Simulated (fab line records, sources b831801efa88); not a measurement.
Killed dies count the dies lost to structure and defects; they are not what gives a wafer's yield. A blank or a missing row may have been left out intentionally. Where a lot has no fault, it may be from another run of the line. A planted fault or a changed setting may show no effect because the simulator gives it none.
fab line records :: flow sfq_line
record
  lots=14
  wafers=42
  last_day=92
route steps=325 shown L0@12 M0@38 I2@105
lots with no fault: from the same line, run without faults
start_h: the number of hours between the record's first day and the start of the first shown wafer of the lot :: wait_h: time in hours since the lot's previous step :: " identical to the entry in the row above :: L1.1+2: a single row standing in for several wafers :: - no value, or no start was given :: * or withheld: withheld :: < > ~ a bound
route shown NAME@n: NAME is a module with steps in the file, n the number in the route of the first one :: usual: mean/standard deviation of fault-free wafers :: same: alike in all rows :: chamber/n: place in a boat :: sites: readings site by site :: _std_site: standard deviation of those values :: _edge_site: inner sites' mean taken away from outer sites' mean :: radius_mm: how far each site lies from the wafer's centre :: mask NAME#n: copy n :: behind: the last tool/chamber to shape the wafer :: hold: reason for holding the lot/hours on hold/outcome of the hold :: device: which transistor (n, p or np) failed to switch :: end of line: the tests these same wafers got at the end of their route :: a step without rows: its recipe alone :: killed: count of dies lost to structure and defects at first sort (not the wafer's yield) :: map: shows each die of a wafer: x if killed, . if not, _ if none is there
set.NAME: setting as actually run; set.NAME@STEP: the setting as run at that earlier step :: model.NAME: the simulator's own value behind a step, which no gauge read
a sample of lots followed through the steps of the route, with each step as a table and each wafer as a row
services: when a tool's chamber went out of use (start_h, in hours from the record's first day, below 0 if earlier), for how many hours, and the reason
## steps
# step SFQ_TRILAYER_L0_BARC_OPEN_METAL_ETCH_010
# recipe
  mask_material=PR
  chemistry=O2
  target_depth_nm=125
  target=BARC
  icp_w=600
  bias_w=80
  pressure_mtorr=10
  time_s=41.7
# usual
  drypump_motor_current_A=5.4/0.35
  oes_product_au=0.685/0.0049
lot.wafer: L948.1
tool: rie_metal-02
chamber: 0
start_h: 74.51
wait_h: 0.1
drypump_motor_current_A: 5.7
oes_product_au: 0.689
rf_hours_counter_h: 122

lot.wafer: L948.3
tool: rie_metal-02
chamber: 1
start_h: 74.51
wait_h: 0.1
drypump_motor_current_A: 4.7
oes_product_au: 0.685
rf_hours_counter_h: -

lot.wafer: L948.5
tool: rie_metal-02
chamber: 1
start_h: 74.51
wait_h: 0.1
drypump_motor_current_A: 4.7
oes_product_au: 0.684
rf_hours_counter_h: -

lot.wafer: L950.2
tool: rie_metal-01
chamber: 1
start_h: 90.90
wait_h: 0.1
drypump_motor_current_A: 5.4
oes_product_au: 0.683
rf_hours_counter_h: 57

lot.wafer: L950.3
tool: rie_metal-01
chamber: 1
start_h: 90.90
wait_h: 0.1
drypump_motor_current_A: 5.4
oes_product_au: 0.682
rf_hours_counter_h: -

lot.wafer: L950.4
tool: rie_metal-01
chamber: 0
start_h: 90.90
wait_h: 0.1
drypump_motor_current_A: 5.8
oes_product_au: 0.682
rf_hours_counter_h: -

lot.wafer: L952.2
tool: rie_metal-02
chamber: 0
start_h: 101.70
wait_h: 0.1
drypump_motor_current_A: 5.7
oes_product_au: 0.692
rf_hours_counter_h: 127

lot.wafer: L952.3
tool: rie_metal-02
chamber: 1
start_h: 101.70
wait_h: 0.1
drypump_motor_current_A: 4.7
oes_product_au: 0.688
rf_hours_counter_h: -

lot.wafer: L952.4
tool: rie_metal-02
chamber: 0
start_h: 101.70
wait_h: 0.1
drypump_motor_current_A: 5.7
oes_product_au: 0.680
rf_hours_counter_h: -

lot.wafer: L953.2
tool: rie_metal-03
chamber: 1
start_h: 108.16
wait_h: 0.1
drypump_motor_current_A: 5.5
oes_product_au: 0.683
rf_hours_counter_h: 93

lot.wafer: L953.3
tool: rie_metal-03
chamber: 1
start_h: 108.16
wait_h: 0.1
drypump_motor_current_A: 5.5
oes_product_au: 0.681
rf_hours_counter_h: -

lot.wafer: L953.4
tool: rie_metal-03
chamber: 0
start_h: 108.16
wait_h: 0.1
drypump_motor_current_A: 5.2
oes_product_au: 0.685
rf_hours_counter_h: -

lot.wafer: L956.3
tool: rie_metal-01
chamber: 0
start_h: 128.38
wait_h: 0.1
drypump_motor_current_A: 5.9
oes_product_au: 0.685
rf_hours_counter_h: -

lot.wafer: L956.5
tool: rie_metal-01
chamber: 0
start_h: 128.38
wait_h: 0.1
drypump_motor_current_A: 5.8
oes_product_au: 0.677
rf_hours_counter_h: -

lot.wafer: L956.6
tool: rie_metal-01
chamber: 1
start_h: 128.38
wait_h: 0.1
drypump_motor_current_A: 5.4
oes_product_au: 0.683
rf_hours_counter_h: -

lot.wafer: L957.1
tool: rie_metal-03
chamber: 0
start_h: 137.96
wait_h: 0.1
drypump_motor_current_A: 5.3
oes_product_au: 0.679
rf_hours_counter_h: 179

lot.wafer: L957.2
tool: rie_metal-03
chamber: 1
start_h: 137.96
wait_h: 0.1
drypump_motor_current_A: 5.5
oes_product_au: 0.690
rf_hours_counter_h: 100

lot.wafer: L957.3
tool: rie_metal-03
chamber: 1
start_h: 137.96
wait_h: 0.1
drypump_motor_current_A: 5.5
oes_product_au: 0.688
rf_hours_counter_h: -

lot.wafer: L958.3
tool: rie_metal-03
chamber: 1
start_h: 140.38
wait_h: 0.1
drypump_motor_current_A: 5.5
oes_product_au: 0.675
rf_hours_counter_h: -

lot.wafer: L958.4
tool: rie_metal-03
chamber: 0
start_h: 140.38
wait_h: 0.1
drypump_motor_current_A: 5.2
oes_product_au: 0.681
rf_hours_counter_h: -

lot.wafer: L958.5
tool: rie_metal-03
chamber: 1
start_h: 140.38
wait_h: 0.1
drypump_motor_current_A: 5.5
oes_product_au: 0.681
rf_hours_counter_h: -

lot.wafer: L959.2
tool: rie_metal-02
chamber: 1
start_h: 148.52
wait_h: 0.1
drypump_motor_current_A: 4.7
oes_product_au: 0.683
rf_hours_counter_h: 164

lot.wafer: L959.3
tool: rie_metal-02
chamber: 0
start_h: 148.52
wait_h: 0.1
drypump_motor_current_A: 5.7
oes_product_au: 0.685
rf_hours_counter_h: -

lot.wafer: L959.5
tool: rie_metal-02
chamber: 0
start_h: 148.52
wait_h: 0.1
drypump_motor_current_A: 5.7
oes_product_au: 0.683
rf_hours_counter_h: -

lot.wafer: L960.3
tool: rie_metal-02
chamber: 0
start_h: 154.54
wait_h: 0.1
drypump_motor_current_A: 5.7
oes_product_au: 0.690
rf_hours_counter_h: -

lot.wafer: L960.4
tool: rie_metal-02
chamber: 1
start_h: 154.54
wait_h: 0.1
drypump_motor_current_A: 4.7
oes_product_au: 0.685
rf_hours_counter_h: -

lot.wafer: L960.6
tool: rie_metal-02
chamber: 1
start_h: 154.54
wait_h: 0.1
drypump_motor_current_A: 4.7
oes_product_au: 0.687
rf_hours_counter_h: -

lot.wafer: L961.2
tool: rie_metal-02
chamber: 0
start_h: 161.72
wait_h: 0.1
drypump_motor_current_A: 5.7
oes_product_au: 0.684
rf_hours_counter_h: 136

lot.wafer: L961.3
tool: rie_metal-02
chamber: 0
start_h: 161.72
wait_h: 0.1
drypump_motor_current_A: 5.7
oes_product_au: 0.685
rf_hours_counter_h: -

lot.wafer: L961.5
tool: rie_metal-02
chamber: 1
start_h: 161.72
wait_h: 0.1
drypump_motor_current_A: 4.7
oes_product_au: 0.690
rf_hours_counter_h: -

lot.wafer: L963.2
tool: rie_metal-02
chamber: 0
start_h: 172.52
wait_h: 0.1
drypump_motor_current_A: 5.7
oes_product_au: 0.691
rf_hours_counter_h: 138

lot.wafer: L963.3
tool: rie_metal-02
chamber: 1
start_h: 172.52
wait_h: 0.1
drypump_motor_current_A: 4.7
oes_product_au: 0.679
rf_hours_counter_h: -

lot.wafer: L963.4
tool: rie_metal-02
chamber: 0
start_h: 172.52
wait_h: 0.1
drypump_motor_current_A: 5.7
oes_product_au: 0.684
rf_hours_counter_h: -

lot.wafer: L965.2
tool: rie_metal-01
chamber: 1
start_h: 183.32
wait_h: 0.1
drypump_motor_current_A: 5.4
oes_product_au: 0.679
rf_hours_counter_h: 74

lot.wafer: L965.5
tool: rie_metal-01
chamber: 1
start_h: 183.32
wait_h: 0.1
drypump_motor_current_A: 5.4
oes_product_au: 0.683
rf_hours_counter_h: -

lot.wafer: L965.6
tool: rie_metal-01
chamber: 0
start_h: 183.32
wait_h: 0.1
drypump_motor_current_A: 5.8
oes_product_au: 0.694
rf_hours_counter_h: -

lot.wafer: L966.3
tool: rie_metal-02
chamber: 0
start_h: 189.34
wait_h: 0.1
drypump_motor_current_A: 5.7
oes_product_au: 0.681
rf_hours_counter_h: -

lot.wafer: L966.4
tool: rie_metal-02
chamber: 1
start_h: 189.34
wait_h: 0.1
drypump_motor_current_A: 4.7
oes_product_au: 0.676
rf_hours_counter_h: -

lot.wafer: L966.6
tool: rie_metal-02
chamber: 0
start_h: 189.34
wait_h: 0.1
drypump_motor_current_A: 5.7
oes_product_au: 0.691
rf_hours_counter_h: -

lot.wafer: L970.1
tool: rie_metal-02
chamber: 1
start_h: 213.32
wait_h: 0.1
drypump_motor_current_A: 4.7
oes_product_au: 0.681
rf_hours_counter_h: 176

lot.wafer: L970.2
tool: rie_metal-02
chamber: 0
start_h: 213.32
wait_h: 0.1
drypump_motor_current_A: 5.7
oes_product_au: 0.691
rf_hours_counter_h: 146

lot.wafer: L970.6
tool: rie_metal-02
chamber: 1
start_h: 213.32
wait_h: 0.1
drypump_motor_current_A: 4.7
oes_product_au: 0.687
rf_hours_counter_h: -
# step SFQ_M0_OVL_MEAS_906
# usual
  M0_OVL=1/4.9
lot.wafer: L948.1
tool: overlay-01
chamber: -
start_h: 176.12
wait_h: 0.1
M0_OVL[nm]: -5

lot.wafer: L948.3
tool: overlay-01
chamber: -
start_h: 176.12
wait_h: 0.1
M0_OVL[nm]: -2

lot.wafer: L948.5
tool: overlay-01
chamber: -
start_h: 176.12
wait_h: 0.1
M0_OVL[nm]: -4

lot.wafer: L950.2
tool: overlay-01
chamber: -
start_h: 191.73
wait_h: 0.1
M0_OVL[nm]: 0

lot.wafer: L950.3
tool: overlay-01
chamber: -
start_h: 191.73
wait_h: 0.1
M0_OVL[nm]: -2

lot.wafer: L950.4
tool: overlay-01
chamber: -
start_h: 191.73
wait_h: 0.1
M0_OVL[nm]: 4

lot.wafer: L952.2
tool: overlay-01
chamber: -
start_h: 203.73
wait_h: 0.1
M0_OVL[nm]: -3

lot.wafer: L952.3
tool: overlay-01
chamber: -
start_h: 203.73
wait_h: 0.1
M0_OVL[nm]: 2

lot.wafer: L952.4
tool: overlay-01
chamber: -
start_h: 203.73
wait_h: 0.1
M0_OVL[nm]: 0

lot.wafer: L953.2
tool: overlay-01
chamber: -
start_h: 206.13
wait_h: 0.1
M0_OVL[nm]: 2

lot.wafer: L953.3
tool: overlay-01
chamber: -
start_h: 206.13
wait_h: 0.1
M0_OVL[nm]: 4

lot.wafer: L953.4
tool: overlay-01
chamber: -
start_h: 206.13
wait_h: 0.1
M0_OVL[nm]: 0

lot.wafer: L956.3
tool: overlay-01
chamber: -
start_h: 230.29
wait_h: 0.1
M0_OVL[nm]: -7

lot.wafer: L956.5
tool: overlay-01
chamber: -
start_h: 230.29
wait_h: 0.1
M0_OVL[nm]: -7

lot.wafer: L956.6
tool: overlay-01
chamber: -
start_h: 230.29
wait_h: 0.1
M0_OVL[nm]: 1

lot.wafer: L957.1
tool: overlay-02
chamber: -
start_h: 241.07
wait_h: 0.1
M0_OVL[nm]: 0

lot.wafer: L957.2
tool: overlay-02
chamber: -
start_h: 241.07
wait_h: 0.1
M0_OVL[nm]: 6

lot.wafer: L957.3
tool: overlay-02
chamber: -
start_h: 241.07
wait_h: 0.1
M0_OVL[nm]: -1

lot.wafer: L958.3
tool: overlay-02
chamber: -
start_h: 252.61
wait_h: 0.1
M0_OVL[nm]: -12

lot.wafer: L958.4
tool: overlay-02
chamber: -
start_h: 252.61
wait_h: 0.1
M0_OVL[nm]: -6

lot.wafer: L958.5
tool: overlay-02
chamber: -
start_h: 252.61
wait_h: 0.1
M0_OVL[nm]: -8

lot.wafer: L959.2
tool: overlay-02
chamber: -
start_h: 258.60
wait_h: 0.1
M0_OVL[nm]: 10

lot.wafer: L959.3
tool: overlay-02
chamber: -
start_h: 258.60
wait_h: 0.1
M0_OVL[nm]: 4

lot.wafer: L959.5
tool: overlay-02
chamber: -
start_h: 258.60
wait_h: 0.1
M0_OVL[nm]: 0

lot.wafer: L960.3
tool: overlay-01
chamber: -
start_h: 267.01
wait_h: 0.1
M0_OVL[nm]: -1

lot.wafer: L960.4
tool: overlay-01
chamber: -
start_h: 267.01
wait_h: 0.1
M0_OVL[nm]: -4

lot.wafer: L960.6
tool: overlay-01
chamber: -
start_h: 267.01
wait_h: 0.1
M0_OVL[nm]: -3

lot.wafer: L961.2
tool: overlay-02
chamber: -
start_h: 274.20
wait_h: 0.1
M0_OVL[nm]: 2

lot.wafer: L961.3
tool: overlay-02
chamber: -
start_h: 274.20
wait_h: 0.1
M0_OVL[nm]: -3

lot.wafer: L961.5
tool: overlay-02
chamber: -
start_h: 274.20
wait_h: 0.1
M0_OVL[nm]: -8

lot.wafer: L963.2
tool: overlay-02
chamber: -
start_h: 282.60
wait_h: 0.1
M0_OVL[nm]: 3

lot.wafer: L963.3
tool: overlay-02
chamber: -
start_h: 282.60
wait_h: 0.1
M0_OVL[nm]: -3

lot.wafer: L963.4
tool: overlay-02
chamber: -
start_h: 282.60
wait_h: 0.1
M0_OVL[nm]: -2

lot.wafer: L965.2
tool: overlay-02
chamber: -
start_h: 298.20
wait_h: 0.1
M0_OVL[nm]: 1

lot.wafer: L965.5
tool: overlay-02
chamber: -
start_h: 298.20
wait_h: 0.1
M0_OVL[nm]: -7

lot.wafer: L965.6
tool: overlay-02
chamber: -
start_h: 298.20
wait_h: 0.1
M0_OVL[nm]: -2

lot.wafer: L966.3
tool: overlay-02
chamber: -
start_h: 299.53
wait_h: 0.1
M0_OVL[nm]: 4

lot.wafer: L966.4
tool: overlay-02
chamber: -
start_h: 299.53
wait_h: 0.1
M0_OVL[nm]: 2

lot.wafer: L966.6
tool: overlay-02
chamber: -
start_h: 299.53
wait_h: 0.1
M0_OVL[nm]: 3

lot.wafer: L970.1
tool: overlay-02
chamber: -
start_h: 321.03
wait_h: 0.1
M0_OVL[nm]: 5

lot.wafer: L970.2
tool: overlay-02
chamber: -
start_h: 321.03
wait_h: 0.1
M0_OVL[nm]: 7

lot.wafer: L970.6
tool: overlay-02
chamber: -
start_h: 321.03
wait_h: 0.1
M0_OVL[nm]: 7
# step SFQ_I2_BOW_MEAS_917
# recipe
  mode=bow
# usual
  I2_BOW=0/8.7
lot.wafer: L948.1
tool: film_metro-03
chamber: -
start_h: 364.43
wait_h: 1.0
I2_BOW[um]: 5

lot.wafer: L948.3
tool: film_metro-03
chamber: -
start_h: 364.43
wait_h: 1.0
I2_BOW[um]: 5

lot.wafer: L948.5
tool: film_metro-03
chamber: -
start_h: 364.43
wait_h: 1.0
I2_BOW[um]: 8

lot.wafer: L950.2
tool: film_metro-04
chamber: -
start_h: 465.79
wait_h: 1.0
I2_BOW[um]: 2

lot.wafer: L950.3
tool: film_metro-04
chamber: -
start_h: 465.79
wait_h: 1.0
I2_BOW[um]: 10

lot.wafer: L950.4
tool: film_metro-04
chamber: -
start_h: 465.79
wait_h: 1.0
I2_BOW[um]: 9

lot.wafer: L952.2
tool: film_metro-02
chamber: -
start_h: 640.38
wait_h: 2.5
I2_BOW[um]: 1

lot.wafer: L952.3
tool: film_metro-02
chamber: -
start_h: 640.38
wait_h: 2.5
I2_BOW[um]: 3

lot.wafer: L952.4
tool: film_metro-02
chamber: -
start_h: 640.38
wait_h: 2.5
I2_BOW[um]: -4

lot.wafer: L953.2
tool: film_metro-03
chamber: -
start_h: 644.15
wait_h: 1.5
I2_BOW[um]: 1

lot.wafer: L953.3
tool: film_metro-03
chamber: -
start_h: 644.15
wait_h: 1.5
I2_BOW[um]: -1

lot.wafer: L953.4
tool: film_metro-03
chamber: -
start_h: 644.15
wait_h: 1.5
I2_BOW[um]: 8

lot.wafer: L956.3
tool: film_metro-03
chamber: -
start_h: 697.99
wait_h: 2.0
I2_BOW[um]: -6

lot.wafer: L956.5
tool: film_metro-03
chamber: -
start_h: 697.99
wait_h: 2.0
I2_BOW[um]: -8

lot.wafer: L956.6
tool: film_metro-03
chamber: -
start_h: 697.99
wait_h: 2.0
I2_BOW[um]: -7

lot.wafer: L957.1
tool: film_metro-04
chamber: -
start_h: 713.36
wait_h: 1.0
I2_BOW[um]: -11

lot.wafer: L957.2
tool: film_metro-04
chamber: -
start_h: 713.36
wait_h: 1.0
I2_BOW[um]: -5

lot.wafer: L957.3
tool: film_metro-04
chamber: -
start_h: 713.36
wait_h: 1.0
I2_BOW[um]: -4

lot.wafer: L958.3
tool: film_metro-02
chamber: -
start_h: 720.29
wait_h: 1.0
I2_BOW[um]: -1

lot.wafer: L958.4
tool: film_metro-02
chamber: -
start_h: 720.29
wait_h: 1.0
I2_BOW[um]: 6

lot.wafer: L958.5
tool: film_metro-02
chamber: -
start_h: 720.29
wait_h: 1.0
I2_BOW[um]: 6

lot.wafer: L959.2
tool: film_metro-03
chamber: -
start_h: 721.29
wait_h: 2.5
I2_BOW[um]: 9

lot.wafer: L959.3
tool: film_metro-03
chamber: -
start_h: 721.29
wait_h: 2.5
I2_BOW[um]: -1

lot.wafer: L959.5
tool: film_metro-03
chamber: -
start_h: 721.29
wait_h: 2.5
I2_BOW[um]: 14

lot.wafer: L960.3
tool: film_metro-04
chamber: -
start_h: 746.10
wait_h: 2.0
I2_BOW[um]: 2

lot.wafer: L960.4
tool: film_metro-04
chamber: -
start_h: 746.10
wait_h: 2.0
I2_BOW[um]: 8

lot.wafer: L960.6
tool: film_metro-04
chamber: -
start_h: 746.10
wait_h: 2.0
I2_BOW[um]: -7

lot.wafer: L961.2
tool: film_metro-04
chamber: -
start_h: 755.89
wait_h: 1.5
I2_BOW[um]: 4

lot.wafer: L961.3
tool: film_metro-04
chamber: -
start_h: 755.89
wait_h: 1.5
I2_BOW[um]: -1

lot.wafer: L961.5
tool: film_metro-04
chamber: -
start_h: 755.89
wait_h: 1.5
I2_BOW[um]: 1

lot.wafer: L963.2
tool: film_metro-03
chamber: -
start_h: 780.08
wait_h: 1.0
I2_BOW[um]: -1

lot.wafer: L963.3
tool: film_metro-03
chamber: -
start_h: 780.08
wait_h: 1.0
I2_BOW[um]: 5

lot.wafer: L963.4
tool: film_metro-03
chamber: -
start_h: 780.08
wait_h: 1.0
I2_BOW[um]: 9

lot.wafer: L965.2
tool: film_metro-03
chamber: -
start_h: 786.86
wait_h: 2.0
I2_BOW[um]: -2

lot.wafer: L965.5
tool: film_metro-03
chamber: -
start_h: 786.86
wait_h: 2.0
I2_BOW[um]: -4

lot.wafer: L965.6
tool: film_metro-03
chamber: -
start_h: 786.86
wait_h: 2.0
I2_BOW[um]: -7

lot.wafer: L966.3
tool: film_metro-02
chamber: -
start_h: 789.88
wait_h: 2.5
I2_BOW[um]: -1

lot.wafer: L966.4
tool: film_metro-02
chamber: -
start_h: 789.88
wait_h: 2.5
I2_BOW[um]: -7

lot.wafer: L966.6
tool: film_metro-02
chamber: -
start_h: 789.88
wait_h: 2.5
I2_BOW[um]: 10

lot.wafer: L970.1
tool: film_metro-03
chamber: -
start_h: 827.35
wait_h: 1.5
I2_BOW[um]: -1

lot.wafer: L970.2
tool: film_metro-03
chamber: -
start_h: 827.35
wait_h: 1.5
I2_BOW[um]: 12

lot.wafer: L970.6
tool: film_metro-03
chamber: -
start_h: 827.35
wait_h: 1.5
I2_BOW[um]: 7
# step SFQ_TRILAYER_I2_VIA_LITHO_EXPOSE_068
# recipe
  mask_id=I2
  na=0.6
  source_shape=conventional
  sigma_outer=0.65
  target_cd_nm=500
  dose_mj=21.3
# usual
  exposure_dose_mJ_cm2=21.302/0.02
  focus_offset_nm=0.1/0.57
lot.wafer: L948.1
tool: krf_scanner-02
chamber: 0
start_h: 515.61
wait_h: -
mask: I2#0
exposure_dose_mJ_cm2: 21.341
focus_offset_nm: -0.5

lot.wafer: L948.3
tool: krf_scanner-02
chamber: 0
start_h: 515.61
wait_h: -
mask: I2#0
exposure_dose_mJ_cm2: 21.302
focus_offset_nm: -1.1

lot.wafer: L948.5
tool: krf_scanner-02
chamber: 0
start_h: 515.61
wait_h: -
mask: I2#0
exposure_dose_mJ_cm2: 21.335
focus_offset_nm: -0.3

lot.wafer: L950.2
tool: krf_scanner-01
chamber: 0
start_h: 618.18
wait_h: -
mask: I2#0
exposure_dose_mJ_cm2: 21.266
focus_offset_nm: 1.3

lot.wafer: L950.3
tool: krf_scanner-01
chamber: 0
start_h: 618.18
wait_h: -
mask: I2#0
exposure_dose_mJ_cm2: 21.323
focus_offset_nm: -0.7

lot.wafer: L950.4
tool: krf_scanner-01
chamber: 0
start_h: 618.18
wait_h: -
mask: I2#0
exposure_dose_mJ_cm2: 21.318
focus_offset_nm: -0.7

lot.wafer: L952.2
tool: krf_scanner-02
chamber: 0
start_h: 642.75
wait_h: -
mask: I2#0
exposure_dose_mJ_cm2: 21.322
focus_offset_nm: -0.3

lot.wafer: L952.3
tool: krf_scanner-02
chamber: 0
start_h: 642.75
wait_h: -
mask: I2#0
exposure_dose_mJ_cm2: 21.333
focus_offset_nm: 0.3

lot.wafer: L952.4
tool: krf_scanner-02
chamber: 0
start_h: 642.75
wait_h: -
mask: I2#0
exposure_dose_mJ_cm2: 21.295
focus_offset_nm: 0.7

lot.wafer: L953.2
tool: krf_scanner-02
chamber: 0
start_h: 646.97
wait_h: -
mask: I2#0
exposure_dose_mJ_cm2: 21.283
focus_offset_nm: 1.0

lot.wafer: L953.3
tool: krf_scanner-02
chamber: 0
start_h: 646.97
wait_h: -
mask: I2#0
exposure_dose_mJ_cm2: 21.312
focus_offset_nm: 0.4

lot.wafer: L953.4
tool: krf_scanner-02
chamber: 0
start_h: 646.97
wait_h: -
mask: I2#0
exposure_dose_mJ_cm2: 21.300
focus_offset_nm: 0.7

lot.wafer: L956.3
tool: krf_scanner-02
chamber: 0
start_h: 843.41
wait_h: -
mask: I2#0
exposure_dose_mJ_cm2: 21.311
focus_offset_nm: 0.0

lot.wafer: L956.5
tool: krf_scanner-02
chamber: 0
start_h: 843.41
wait_h: -
mask: I2#0
exposure_dose_mJ_cm2: 21.294
focus_offset_nm: -0.8

lot.wafer: L956.6
tool: krf_scanner-02
chamber: 0
start_h: 843.41
wait_h: -
mask: I2#0
exposure_dose_mJ_cm2: 21.337
focus_offset_nm: 0.0

lot.wafer: L957.1
tool: krf_scanner-02
chamber: 0
start_h: 856.21
wait_h: -
mask: I2#0
exposure_dose_mJ_cm2: 21.314
focus_offset_nm: 0.9

lot.wafer: L957.2
tool: krf_scanner-02
chamber: 0
start_h: 856.21
wait_h: -
mask: I2#0
exposure_dose_mJ_cm2: 21.320
focus_offset_nm: 0.4

lot.wafer: L957.3
tool: krf_scanner-02
chamber: 0
start_h: 856.21
wait_h: -
mask: I2#0
exposure_dose_mJ_cm2: 21.330
focus_offset_nm: 1.1

lot.wafer: L958.3
tool: krf_scanner-02
chamber: 0
start_h: 862.61
wait_h: -
mask: I2#0
exposure_dose_mJ_cm2: 21.302
focus_offset_nm: -0.6

lot.wafer: L958.4
tool: krf_scanner-02
chamber: 0
start_h: 862.61
wait_h: -
mask: I2#0
exposure_dose_mJ_cm2: 21.278
focus_offset_nm: -0.1

lot.wafer: L958.5
tool: krf_scanner-02
chamber: 0
start_h: 862.61
wait_h: -
mask: I2#0
exposure_dose_mJ_cm2: 21.316
focus_offset_nm: -1.5

lot.wafer: L959.2
tool: krf_scanner-02
chamber: 0
start_h: 863.61
wait_h: -
mask: I2#0
exposure_dose_mJ_cm2: 21.276
focus_offset_nm: 1.1

lot.wafer: L959.3
tool: krf_scanner-02
chamber: 0
start_h: 863.61
wait_h: -
mask: I2#0
exposure_dose_mJ_cm2: 21.289
focus_offset_nm: 0.6

lot.wafer: L959.5
tool: krf_scanner-02
chamber: 0
start_h: 863.61
wait_h: -
mask: I2#0
exposure_dose_mJ_cm2: 21.285
focus_offset_nm: 0.4

lot.wafer: L960.3
tool: krf_scanner-02
chamber: 0
start_h: 881.51
wait_h: -
mask: I2#0
exposure_dose_mJ_cm2: 21.271
focus_offset_nm: 0.1

lot.wafer: L960.4
tool: krf_scanner-02
chamber: 0
start_h: 881.51
wait_h: -
mask: I2#0
exposure_dose_mJ_cm2: 21.278
focus_offset_nm: 0.0

lot.wafer: L960.6
tool: krf_scanner-02
chamber: 0
start_h: 881.51
wait_h: -
mask: I2#0
exposure_dose_mJ_cm2: 21.286
focus_offset_nm: -0.3

lot.wafer: L961.2
tool: krf_scanner-02
chamber: 0
start_h: 888.51
wait_h: -
mask: I2#0
exposure_dose_mJ_cm2: 20.640
focus_offset_nm: 0.7

lot.wafer: L961.3
tool: krf_scanner-02
chamber: 0
start_h: 888.51
wait_h: -
mask: I2#0
exposure_dose_mJ_cm2: 20.647
focus_offset_nm: 0.7

lot.wafer: L961.5
tool: krf_scanner-02
chamber: 0
start_h: 888.51
wait_h: -
mask: I2#0
exposure_dose_mJ_cm2: 20.601
focus_offset_nm: 0.2

lot.wafer: L963.2
tool: krf_scanner-01
chamber: 0
start_h: 908.10
wait_h: -
mask: I2#0
exposure_dose_mJ_cm2: 21.304
focus_offset_nm: 1.0

lot.wafer: L963.3
tool: krf_scanner-01
chamber: 0
start_h: 908.10
wait_h: -
mask: I2#0
exposure_dose_mJ_cm2: 21.301
focus_offset_nm: -0.2

lot.wafer: L963.4
tool: krf_scanner-01
chamber: 0
start_h: 908.10
wait_h: -
mask: I2#0
exposure_dose_mJ_cm2: 21.301
focus_offset_nm: -0.2

lot.wafer: L965.2
tool: krf_scanner-01
chamber: 0
start_h: 914.10
wait_h: -
mask: I2#0
exposure_dose_mJ_cm2: 21.329
focus_offset_nm: 0.8

lot.wafer: L965.5
tool: krf_scanner-01
chamber: 0
start_h: 914.10
wait_h: -
mask: I2#0
exposure_dose_mJ_cm2: 21.319
focus_offset_nm: 0.1

lot.wafer: L965.6
tool: krf_scanner-01
chamber: 0
start_h: 914.10
wait_h: -
mask: I2#0
exposure_dose_mJ_cm2: 21.316
focus_offset_nm: 0.6

lot.wafer: L966.3
tool: krf_scanner-01
chamber: 0
start_h: 917.90
wait_h: -
mask: I2#0
exposure_dose_mJ_cm2: 21.271
focus_offset_nm: -0.8

lot.wafer: L966.4
tool: krf_scanner-01
chamber: 0
start_h: 917.90
wait_h: -
mask: I2#0
exposure_dose_mJ_cm2: 21.306
focus_offset_nm: -0.6

lot.wafer: L966.6
tool: krf_scanner-01
chamber: 0
start_h: 917.90
wait_h: -
mask: I2#0
exposure_dose_mJ_cm2: 21.301
focus_offset_nm: -0.3

lot.wafer: L970.1
tool: krf_scanner-02
chamber: 0
start_h: 954.09
wait_h: -
mask: I2#0
exposure_dose_mJ_cm2: 20.625
focus_offset_nm: -0.3

lot.wafer: L970.2
tool: krf_scanner-02
chamber: 0
start_h: 954.09
wait_h: -
mask: I2#0
exposure_dose_mJ_cm2: 20.584
focus_offset_nm: 0.7

lot.wafer: L970.6
tool: krf_scanner-02
chamber: 0
start_h: 954.09
wait_h: -
mask: I2#0
exposure_dose_mJ_cm2: 20.611
focus_offset_nm: -0.3
## services
tool: krf_scanner-02
chamber: -
start_h: 76.61
hours: 0.8
kind: pm

tool: krf_scanner-02
chamber: -
start_h: 77.36
hours: 4.0
kind: pm

tool: krf_scanner-02
chamber: -
start_h: 85.20
hours: 1.8
kind: repair

tool: krf_scanner-02
chamber: -
start_h: 102.62
hours: 1.6
kind: repair

tool: krf_scanner-02
chamber: -
start_h: 119.86
hours: 1.0
kind: pm

tool: krf_scanner-02
chamber: -
start_h: 142.43
hours: 2.2
kind: repair

tool: krf_scanner-02
chamber: -
start_h: 220.19
hours: 1.2
kind: repair

tool: krf_scanner-02
chamber: -
start_h: 222.55
hours: 1.3
kind: pm

tool: krf_scanner-02
chamber: -
start_h: 244.37
hours: 0.8
kind: pm

tool: krf_scanner-02
chamber: -
start_h: 288.64
hours: 1.0
kind: pm

tool: krf_scanner-02
chamber: -
start_h: 334.02
hours: 3.0
kind: pm

tool: krf_scanner-02
chamber: -
start_h: 397.80
hours: 1.3
kind: pm

tool: krf_scanner-02
chamber: -
start_h: 413.74
hours: 0.8
kind: pm

tool: krf_scanner-02
chamber: -
start_h: 455.72
hours: 3.1
kind: repair

tool: krf_scanner-02
chamber: -
start_h: 458.78
hours: 1.0
kind: pm

tool: krf_scanner-02
chamber: -
start_h: 472.68
hours: 0.7
kind: repair

tool: krf_scanner-02
chamber: -
start_h: 476.28
hours: 0.2
kind: repair

tool: krf_scanner-02
chamber: -
start_h: 574.66
hours: 1.3
kind: pm

tool: krf_scanner-02
chamber: -
start_h: 581.84
hours: 0.8
kind: pm

tool: krf_scanner-02
chamber: -
start_h: 626.64
hours: 1.0
kind: pm

tool: krf_scanner-02
chamber: -
start_h: 644.14
hours: 1.4
kind: repair

tool: krf_scanner-02
chamber: -
start_h: 750.50
hours: 1.3
kind: pm

tool: krf_scanner-02
chamber: -
start_h: 751.80
hours: 4.4
kind: pm

tool: krf_scanner-02
chamber: -
start_h: 796.47
hours: 1.0
kind: pm
## key
first_sign
  step=SFQ_TRILAYER_I2_VIA_LITHO_EXPOSE_068
  reading=exposure_dose_mJ_cm2
  direction=down
  sigmas=34
  usual=21.302
  struck=20.618
effect none on later readings
met_at SFQ_TRILAYER_I2_VIA_LITHO_EXPOSE_068
struck_lots L961,L970
not_acting_at SFQ_TRILAYER_L0_BARC_OPEN_METAL_ETCH_010,SFQ_M0_OVL_MEAS_906,SFQ_I2_BOW_MEAS_917
onset_between 881.51 888.51
fault
  kind=process_parameter_drift
  tool=krf_scanner-02
  chamber=-
  onset_h=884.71
  steps=SFQ_TRILAYER_I2_VIA_LITHO_EXPOSE_068
  channel=dose_mj
  offset=-0.68807
  shape=step
  acts_in=these_recipes_only
  stated=21.3
